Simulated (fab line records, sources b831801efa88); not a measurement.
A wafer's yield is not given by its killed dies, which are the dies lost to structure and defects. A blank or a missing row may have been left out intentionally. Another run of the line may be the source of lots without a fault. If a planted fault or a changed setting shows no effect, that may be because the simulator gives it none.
Matching of chambers | flow gf180mcu | 4 sister chambers for GF_V5_CMP_04 on cmp-01
The step polishes SiO2. 8 wafers are shown with their chamber, then 10 later ones without.

== WAFERS PAIRED WITH THEIR CHAMBERS ==
wafer  | chamber | motor current A (A) | slurry filter dp kPa (kPa)
L183.6 | 1       | 13.0                | 13.54
L185.4 | 3       | 10.8                | 13.41
L185.5 | 0       | 10.5                | 13.39
L191.2 | 3       | 10.3                | 13.61
L191.3 | 1       | 12.1                | 13.58
L191.6 | 2       | 12.4                | 13.84
L193.1 | 0       | 10.1                | 13.62
L193.2 | 2       | 12.8                | 13.69

== WAFERS WITHOUT THEIR CHAMBER ==
wafer  | motor current A (A) | slurry filter dp kPa (kPa)
L193.6 | 10.4                | 13.47
L199.1 | 12.5                | 13.18
L199.4 | 10.3                | 13.55
L199.6 | 10.1                | 13.32
L201.1 | 10.4                | 13.55
L201.2 | 12.9                | 13.24
L201.5 | 10.0                | 13.37
L202.1 | 10.8                | 13.55
L202.3 | 12.6                | 13.67
L202.6 | 10.4                | 13.70

== WHICH CHAMBER EACH ONE RAN IN ==
wafer  | from the rows above     | in truth
L193.6 | can't be placed: 0 or 3 | 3
L199.1 | can't be placed: 1 or 2 | 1
L199.4 | can't be placed: 0 or 3 | 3
L199.6 | can't be placed: 0 or 3 | 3
L201.1 | can't be placed: 0 or 3 | 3
L201.2 | can't be placed: 1 or 2 | 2
L201.5 | can't be placed: 0 or 3 | 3
L202.1 | can't be placed: 3 or 0 | 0
L202.3 | can't be placed: 2 or 1 | 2
L202.6 | can't be placed: 3 or 0 | 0
Correct placement for 0 of the 10. Can't be placed from these rows: 10 (the true chamber is among the candidates in 10). Placed wrongly: 0.
How it was worked out, from the rows above alone: a wafer's distance from a chamber is the root of the sum, over the readings, of the square of ((its reading less the chamber's mean) divided by the reading's scatter). If the next closest chamber is less than 2 further off than the closest, the wafer can't be placed; otherwise it belongs to the closest. For every chamber, the mean is computed from those of its wafers that are shown. The scatter is the square root of a quotient: the sum, over the shown wafers, of each reading's squared deviation from its chamber's mean, divided by wafers minus chambers.
